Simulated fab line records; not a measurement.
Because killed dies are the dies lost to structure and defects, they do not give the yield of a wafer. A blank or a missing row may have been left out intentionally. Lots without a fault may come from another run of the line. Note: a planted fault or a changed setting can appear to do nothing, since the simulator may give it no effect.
A lot that was struck, set against a sound lot    flow sky130    14 out of 708 route steps
Sound: wafers L466.4, L466.5, L466.6. Wafers struck: L472.1, L472.4, L472.5. The cause comes at the end.
Each step with rows lists, per side, the tool, then ch with its chambers, then its first start. Under that, the readings that differ: sound wafers    struck wafers    difference of the means    sigmas: that difference in standard deviations of wafers without a fault.
alike: words and numbers the same on both sides, and readings whose means are apart by under 2 such deviations; not compared: readings that were withheld, readings missing a value for some wafer, numbers with overlapping values and no deviation given by the record, and bounds like >300 which may hide the same value.
Wherever a step has rows on one side only, a row that says differs or no value, or a row with sigmas, the two part there. Numbers that have no deviation but don't overlap get no sigmas and don't part them. A reading that every wafer of one side lacks parts them only if that side has two wafers or more.

first, 4 steps without rows for these wafers: SKY_VIA2_SOFTBAKE_08 (time 90 s); SKY_VIA2_EXPOSE_09 (exposes mask VIM2, target cd 200 nm); SKY_VIA2_PEB_10; SKY_VIA2_DEVELOP_11 (develop time 60 s).
SKY_VIA2_CD_MEAS_12: the cd target is 200 nm.
  sound on cdSem-02 at day 38 02:26; struck on cdSem-01 at day 39 23:52
reading    sound              struck             difference  sigmas
cdNm (nm)  201.3 200.4 200.4  198.7 198.0 197.8  -2.5        -2
SKY_VIA2_OVL_MEAS_13:
  sound on overlay-02 at day 38 02:31; struck on overlay-02 at day 39 23:59
  alike: VIA2_OVL
SKY_VIA2_ETCH_14: etches BARC in N2/H2, stops on SiO2, time 45.9 s, target depth 60 nm.
  sound on rieDiel-02 ch 0,1,2, day 38 02:32; struck on rieDiel-02 ch 1,3, day 40 00:02
  alike: drypumpMotorCurrentA, oesProductAu, throttleValvePct
  not compared: rfHoursCounterH
SKY_VIA2_ETCH_15: etches SiO2 in C4F8/O2/Ar, stops on TiN, target depth 546 nm, time 84 s.
  sound on rieDiel-02 ch 0,1,2, day 38 02:34; struck on rieDiel-02 ch 1,3, day 40 00:04
  alike: oesProductAu
  not compared: rfHoursCounterH
SKY_VIA2_STRIP_16: strips in O2/N2.
  sound on plasmaAsher-04 ch 0,1, day 38 02:40; struck on plasmaAsher-04 ch 0, day 40 00:08
  alike: drypumpMotorCurrentA, oesProductAu, stripTimeToEndpointS
  not compared: rfHoursCounterH
then, 3 steps without rows for these wafers: SKY_VIA2_STRIP_17 (strips in post etch residue remover, time 1200 s); SKY_VIA2_CLEAN_18 (cleans in IPA, time 180 s); SKY_VIA2_CLEAN_19 (cleans in O3/DIW).
SKY_VIA2_SPUTTER_20: material TiN, target thk 20 nm, time 80 s.
  sound on pvdSputter-03 at day 38 03:14; struck on pvdSputter-03 at day 40 00:44
  no value came back on the struck wafers for cathodeDcPowerW (W), chamberPressurePa (Pa), throttleValvePct (%); on the sound wafers cathodeDcPowerW (W) reads 4001.0 4001.5 4000.0
SKY_VIA2_CVD_21: deposits W, target thk 420 nm, time 126.4 s.
  sound on cvdW-01 ch 0,1, day 38 03:20; struck on cvdW-01 ch 0,1, day 40 00:47
  alike: heaterPowerW

== WHERE THEY PART ==
At SKY_VIA2_CD_MEAS_12 first; at SKY_VIA2_SPUTTER_20 last (within this record only). Later steps at which nothing parts them and some readings are alike: SKY_VIA2_CVD_21.

WHY: the cause the simulator had injected
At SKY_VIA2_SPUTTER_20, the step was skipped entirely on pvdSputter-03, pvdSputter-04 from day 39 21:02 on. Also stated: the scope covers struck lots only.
